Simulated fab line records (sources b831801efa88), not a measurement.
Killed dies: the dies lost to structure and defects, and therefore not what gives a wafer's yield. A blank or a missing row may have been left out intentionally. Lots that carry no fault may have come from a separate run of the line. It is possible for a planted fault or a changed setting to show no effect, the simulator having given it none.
Which of the tools did it? :: flow sky130 :: 14 lots, 42 wafers sampled, at 5 steps of a route of 708

WHAT THE GAUGES SHOWED, per wafer
No reading from a measuring or inspecting step in the record can be judged against a usual standard deviation.

WHAT TOOL EACH LOT RAN ON (gives the tool, then ch and the chambers of the sampled wafers, and finally the start)
lot: L479
SKY_METAL3_ETCH_17: rieDiel-01 ch 0,1,3, day 39 08:48
SKY_METAL4_SPUTTER_02: pvdSputter-04, day 40 12:27
SKY_METAL4_DESCUM_15: rieMetal-01 ch 0,1, day 42 13:07
SKY_METAL4_METAL_ETCH_18: rieMetal-03 ch 0,1, day 42 13:16
SKY_METAL5_SPUTTER_03: pvdSputter-04, day 43 14:56

lot: L481
SKY_METAL3_ETCH_17: rieDiel-04 ch 0,1, day 39 14:02
SKY_METAL4_SPUTTER_02: pvdSputter-02, day 40 16:44
SKY_METAL4_DESCUM_15: rieMetal-01 ch 1, day 42 17:05
SKY_METAL4_METAL_ETCH_18: rieMetal-04 ch 0,1, day 42 17:14
SKY_METAL5_SPUTTER_03: pvdSputter-03, day 43 18:37

lot: L480
SKY_METAL3_ETCH_17: rieDiel-01 ch 1,2,3, day 39 16:26
SKY_METAL4_SPUTTER_02: pvdSputter-01, day 40 19:35
SKY_METAL4_DESCUM_15: rieMetal-03 ch 0,1, day 42 19:00
SKY_METAL4_METAL_ETCH_18: rieMetal-01 ch 0,1, day 42 19:11
SKY_METAL5_SPUTTER_03: pvdSputter-04, day 43 20:56

lot: L482
SKY_METAL3_ETCH_17: rieDiel-04 ch 0,1,2, day 40 03:26
SKY_METAL4_SPUTTER_02: pvdSputter-04, day 41 06:21
SKY_METAL4_DESCUM_15: rieMetal-03 ch 0,1, day 43 05:46
SKY_METAL4_METAL_ETCH_18: rieMetal-04 ch 0,1, day 43 05:55
SKY_METAL5_SPUTTER_03: pvdSputter-04, day 44 07:05

lot: L483
SKY_METAL3_ETCH_17: rieDiel-01 ch 0,2,3, day 40 06:12
SKY_METAL4_SPUTTER_02: pvdSputter-04, day 41 09:05
SKY_METAL4_DESCUM_15: rieMetal-01 ch 0,1, day 43 09:05
SKY_METAL4_METAL_ETCH_18: rieMetal-04 ch 0,1, day 43 09:17
SKY_METAL5_SPUTTER_03: pvdSputter-01, day 44 10:46

lot: L484
SKY_METAL3_ETCH_17: rieDiel-04 ch 0,2,3, day 40 11:11
SKY_METAL4_SPUTTER_02: pvdSputter-04, day 41 14:22
SKY_METAL4_DESCUM_15: rieMetal-04 ch 0,1, day 43 12:20
SKY_METAL4_METAL_ETCH_18: rieMetal-01 ch 0,1, day 43 12:32
SKY_METAL5_SPUTTER_03: pvdSputter-01, day 44 13:58

lot: L486
SKY_METAL3_ETCH_17: rieDiel-04 ch 0,1,3, day 40 23:35
SKY_METAL4_SPUTTER_02: pvdSputter-01, day 42 02:24
SKY_METAL4_DESCUM_15: rieMetal-04 ch 0,1, day 44 01:17
SKY_METAL4_METAL_ETCH_18: rieMetal-01 ch 0,1, day 44 01:26
SKY_METAL5_SPUTTER_03: pvdSputter-03, day 45 02:38

lot: L488
SKY_METAL3_ETCH_17: rieDiel-01 ch 0,3, day 41 12:09
SKY_METAL4_SPUTTER_02: pvdSputter-02, day 42 14:58
SKY_METAL4_DESCUM_15: rieMetal-03 ch 1, day 44 12:54
SKY_METAL4_METAL_ETCH_18: rieMetal-04 ch 0,1, day 44 13:03
SKY_METAL5_SPUTTER_03: pvdSputter-01, day 45 14:11

lot: L490
SKY_METAL3_ETCH_17: rieDiel-01 ch 0,1, day 42 01:59
SKY_METAL4_SPUTTER_02: pvdSputter-02, day 43 03:52
SKY_METAL4_DESCUM_15: rieMetal-03 ch 0,1, day 45 02:36
SKY_METAL4_METAL_ETCH_18: rieMetal-01 ch 0, day 45 02:45
SKY_METAL5_SPUTTER_03: pvdSputter-03, day 46 03:32

lot: L496
SKY_METAL3_ETCH_17: rieDiel-01 ch 0,1,2, day 43 10:52
SKY_METAL4_SPUTTER_02: pvdSputter-04, day 44 13:25
SKY_METAL4_DESCUM_15: rieMetal-03 ch 0,1, day 46 11:54
SKY_METAL4_METAL_ETCH_18: rieMetal-01 ch 0,1, day 46 12:03
SKY_METAL5_SPUTTER_03: pvdSputter-01, day 47 11:13

lot: L498
SKY_METAL3_ETCH_17: rieDiel-01 ch 1,2,3, day 44 01:05
SKY_METAL4_SPUTTER_02: pvdSputter-04, day 45 02:13
SKY_METAL4_DESCUM_15: rieMetal-04 ch 0,1, day 46 22:04
SKY_METAL4_METAL_ETCH_18: rieMetal-03 ch 0,1, day 46 22:13
SKY_METAL5_SPUTTER_03: pvdSputter-01, day 47 21:47

lot: L499
SKY_METAL3_ETCH_17: rieDiel-04 ch 2,3, day 44 08:15
SKY_METAL4_SPUTTER_02: pvdSputter-04, day 45 09:52
SKY_METAL4_DESCUM_15: rieMetal-04 ch 0,1, day 47 04:54
SKY_METAL4_METAL_ETCH_18: rieMetal-03 ch 0,1, day 47 05:03
SKY_METAL5_SPUTTER_03: pvdSputter-04, day 48 02:47

lot: L501
SKY_METAL3_ETCH_17: rieDiel-01 ch 0,1,3, day 44 21:56
SKY_METAL4_SPUTTER_02: pvdSputter-04, day 45 22:44
SKY_METAL4_DESCUM_15: rieMetal-04 ch 0,1, day 47 17:30
SKY_METAL4_METAL_ETCH_18: rieMetal-01 ch 0,1, day 47 17:42
SKY_METAL5_SPUTTER_03: pvdSputter-04, day 48 15:43

lot: L502
SKY_METAL3_ETCH_17: rieDiel-01 ch 0,1, day 45 05:29
SKY_METAL4_SPUTTER_02: pvdSputter-02, day 46 07:11
SKY_METAL4_DESCUM_15: rieMetal-04 ch 0,1, day 48 01:07
SKY_METAL4_METAL_ETCH_18: rieMetal-01 ch 0,1, day 48 01:16
SKY_METAL5_SPUTTER_03: pvdSputter-04, day 48 22:47
- SKY_METAL3_ETCH_17: etches SiO2 in C4F8/O2/Ar, stops on TiN, time 3.9 s, target depth 15 nm.
- SKY_METAL4_SPUTTER_02: material AlCu, target thk 735 nm, time 39.1 s.
- SKY_METAL4_DESCUM_15: chemistry O2, time 8 s.
- SKY_METAL4_METAL_ETCH_18: etches the open film in Cl2/BCl3, stops on SiO2, target depth 845 nm, time 183.1 s.
- SKY_METAL5_SPUTTER_03: material Ti, target thk 5 nm, time 3.3 s.

WHAT THE TOOLS THEMSELVES READ (means of the sampled wafers that have a number; where no wafer has one, the mark that the record gives instead)
SKY_METAL3_ETCH_17. Usual: oesProductAu at 0.751 a.u., with a standard deviation of 0.0073.
lot: L479
tool: rieDiel-01
oesProductAu (a.u.): 0.750
flag: 

lot: L481
tool: rieDiel-04
oesProductAu (a.u.): 0.749
flag: 

lot: L480
tool: rieDiel-01
oesProductAu (a.u.): 0.757
flag: 

lot: L482
tool: rieDiel-04
oesProductAu (a.u.): 0.753
flag: 

lot: L483
tool: rieDiel-01
oesProductAu (a.u.): 0.756
flag: 

lot: L484
tool: rieDiel-04
oesProductAu (a.u.): 0.751
flag: 

lot: L486
tool: rieDiel-04
oesProductAu (a.u.): 0.759
flag: 

lot: L488
tool: rieDiel-01
oesProductAu (a.u.): 0.747
flag: 

lot: L490
tool: rieDiel-01
oesProductAu (a.u.): 0.757
flag: 

lot: L496
tool: rieDiel-01
oesProductAu (a.u.): 0.747
flag: 

lot: L498
tool: rieDiel-01
oesProductAu (a.u.): 0.742
flag: 

lot: L499
tool: rieDiel-04
oesProductAu (a.u.): 0.757
flag: 

lot: L501
tool: rieDiel-01
oesProductAu (a.u.): 0.755
flag: 

lot: L502
tool: rieDiel-01
oesProductAu (a.u.): 0.747
flag: 

SKY_METAL4_SPUTTER_02. Usual: throttleValvePct at 30.4 %, with a standard deviation of 1.2.
lot: L479
tool: pvdSputter-04
throttleValvePct (%): 30.1
flag: 

lot: L481
tool: pvdSputter-02
throttleValvePct (%): 30.4
flag: 

lot: L480
tool: pvdSputter-01
throttleValvePct (%): 30.1
flag: 

lot: L482
tool: pvdSputter-04
throttleValvePct (%): 30.0
flag: 

lot: L483
tool: pvdSputter-04
throttleValvePct (%): 30.7
flag: 

lot: L484
tool: pvdSputter-04
throttleValvePct (%): 30.8
flag: 

lot: L486
tool: pvdSputter-01
throttleValvePct (%): 30.1
flag: 

lot: L488
tool: pvdSputter-02
throttleValvePct (%): 30.8
flag: 

lot: L490
tool: pvdSputter-02
throttleValvePct (%): 31.1
flag: 

lot: L496
tool: pvdSputter-04
throttleValvePct (%): 29.2
flag: 

lot: L498
tool: pvdSputter-04
throttleValvePct (%): 30.4
flag: 

lot: L499
tool: pvdSputter-04
throttleValvePct (%): 30.6
flag: 

lot: L501
tool: pvdSputter-04
throttleValvePct (%): 30.8
flag: 

lot: L502
tool: pvdSputter-02
throttleValvePct (%): 31.3
flag: 

SKY_METAL4_DESCUM_15. Usual: drypumpMotorCurrentA 5.6 A, standard deviation 0.41; oesProductAu 0.998 a.u., standard deviation 0.0061.
lot: L479
tool: rieMetal-01
drypumpMotorCurrentA (A): 6.0
oesProductAu (a.u.): 0.994
flag: 

lot: L481
tool: rieMetal-01
drypumpMotorCurrentA (A): 6.1
oesProductAu (a.u.): 0.994
flag: 

lot: L480
tool: rieMetal-03
drypumpMotorCurrentA (A): 5.9
oesProductAu (a.u.): 1.004
flag: 

lot: L482
tool: rieMetal-03
drypumpMotorCurrentA (A): 5.9
oesProductAu (a.u.): 0.997
flag: 

lot: L483
tool: rieMetal-01
drypumpMotorCurrentA (A): 6.0
oesProductAu (a.u.): 1.002
flag: 

lot: L484
tool: rieMetal-04
drypumpMotorCurrentA (A): 5.3
oesProductAu (a.u.): 0.998
flag: 

lot: L486
tool: rieMetal-04
drypumpMotorCurrentA (A): 5.4
oesProductAu (a.u.): 1.004
flag: 

lot: L488
tool: rieMetal-03
drypumpMotorCurrentA (A): 6.2
oesProductAu (a.u.): 1.003
flag: 

lot: L490
tool: rieMetal-03
drypumpMotorCurrentA (A): 5.9
oesProductAu (a.u.): 0.996
flag: 

lot: L496
tool: rieMetal-03
drypumpMotorCurrentA (A): 5.7
oesProductAu (a.u.): 1.000
flag: 

lot: L498
tool: rieMetal-04
drypumpMotorCurrentA (A): 5.2
oesProductAu (a.u.): 1.003
flag: 

lot: L499
tool: rieMetal-04
drypumpMotorCurrentA (A): 5.4
oesProductAu (a.u.): 1.002
flag: 

lot: L501
tool: rieMetal-04
drypumpMotorCurrentA (A): 5.2
oesProductAu (a.u.): 0.995
flag: 

lot: L502
tool: rieMetal-04
drypumpMotorCurrentA (A): 5.2
oesProductAu (a.u.): 0.996
flag: 

SKY_METAL4_METAL_ETCH_18. Usual: drypumpMotorCurrentA 5.8 A, standard deviation 0.37; oesProductAu 0.866 a.u., standard deviation 0.006; throttleValvePct 22.264 %, standard deviation 0.0088.
lot: L479
tool: rieMetal-03
drypumpMotorCurrentA (A): 5.6
oesProductAu (a.u.): 0.863
throttleValvePct (%): 22.268
flag: 

lot: L481
tool: rieMetal-04
drypumpMotorCurrentA (A): 5.4
oesProductAu (a.u.): 0.868
throttleValvePct (%): 22.260
flag: 

lot: L480
tool: rieMetal-01
drypumpMotorCurrentA (A): 6.0
oesProductAu (a.u.): 0.867
throttleValvePct (%): 22.268
flag: 

lot: L482
tool: rieMetal-04
drypumpMotorCurrentA (A): 5.3
oesProductAu (a.u.): 0.862
throttleValvePct (%): 22.259
flag: 

lot: L483
tool: rieMetal-04
drypumpMotorCurrentA (A): 5.3
oesProductAu (a.u.): 0.867
throttleValvePct (%): 22.255
flag: 

lot: L484
tool: rieMetal-01
drypumpMotorCurrentA (A): 6.0
oesProductAu (a.u.): 0.861
throttleValvePct (%): 22.267
flag: 

lot: L486
tool: rieMetal-01
drypumpMotorCurrentA (A): 6.0
oesProductAu (a.u.): 0.864
throttleValvePct (%): 22.255
flag: 

lot: L488
tool: rieMetal-04
drypumpMotorCurrentA (A): 5.3
oesProductAu (a.u.): 0.899
throttleValvePct (%): 22.263
flag: OFF

lot: L490
tool: rieMetal-01
drypumpMotorCurrentA (A): 5.9
oesProductAu (a.u.): 0.896
throttleValvePct (%): 22.260
flag: OFF

lot: L496
tool: rieMetal-01
drypumpMotorCurrentA (A): 6.0
oesProductAu (a.u.): 0.858
throttleValvePct (%): 22.275
flag: 

lot: L498
tool: rieMetal-03
drypumpMotorCurrentA (A): 5.9
oesProductAu (a.u.): 0.860
throttleValvePct (%): 22.263
flag: 

lot: L499
tool: rieMetal-03
drypumpMotorCurrentA (A): 5.7
oesProductAu (a.u.): 0.862
throttleValvePct (%): 22.260
flag: 

lot: L501
tool: rieMetal-01
drypumpMotorCurrentA (A): 6.0
oesProductAu (a.u.): 0.861
throttleValvePct (%): 22.263
flag: 

lot: L502
tool: rieMetal-01
drypumpMotorCurrentA (A): 6.0
oesProductAu (a.u.): 0.867
throttleValvePct (%): 22.272
flag: 

SKY_METAL5_SPUTTER_03. Usual: throttleValvePct at 30.2 %, with a standard deviation of 1.4.
lot: L479
tool: pvdSputter-04
throttleValvePct (%): 29.2
flag: 

lot: L481
tool: pvdSputter-03
throttleValvePct (%): 31.4
flag: 

lot: L480
tool: pvdSputter-04
throttleValvePct (%): 29.2
flag: 

lot: L482
tool: pvdSputter-04
throttleValvePct (%): 30.4
flag: 

lot: L483
tool: pvdSputter-01
throttleValvePct (%): 30.8
flag: 

lot: L484
tool: pvdSputter-01
throttleValvePct (%): 30.6
flag: 

lot: L486
tool: pvdSputter-03
throttleValvePct (%): 30.6
flag: 

lot: L488
tool: pvdSputter-01
throttleValvePct (%): 29.6
flag: 

lot: L490
tool: pvdSputter-03
throttleValvePct (%): 31.1
flag: 

lot: L496
tool: pvdSputter-01
throttleValvePct (%): 30.8
flag: 

lot: L498
tool: pvdSputter-01
throttleValvePct (%): 29.7
flag: 

lot: L499
tool: pvdSputter-04
throttleValvePct (%): 29.2
flag: 

lot: L501
tool: pvdSputter-04
throttleValvePct (%): 29.1
flag: 

lot: L502
tool: pvdSputter-04
throttleValvePct (%): 30.4
flag: 

THE ANSWER, worked out from the rows above alone
Rule: a lot counts as off when the mean over its wafers that have a number is more than 3 standard deviations away from the usual mean. Also off: a lot with no number at a reading for which 4 or more lots have one. Where the step has rows for the other lots, those lots are counted as sound. The gauges are gone through in route order, then the tools' own readings, and for those a lot's mean is taken as printed above. The first step at which some lot is off is used, and at that step the reading that is off furthest; a lot without a number counts as furthest.
Off, at SKY_METAL4_METAL_ETCH_18 on oesProductAu: L488, L490.
A tool fits if, at that step or a process step before it, it ran every lot that is off, and no sound lot after the first of them. Not one of the candidates tried fits.

WHAT WAS PUT IN BY THE SIMULATOR
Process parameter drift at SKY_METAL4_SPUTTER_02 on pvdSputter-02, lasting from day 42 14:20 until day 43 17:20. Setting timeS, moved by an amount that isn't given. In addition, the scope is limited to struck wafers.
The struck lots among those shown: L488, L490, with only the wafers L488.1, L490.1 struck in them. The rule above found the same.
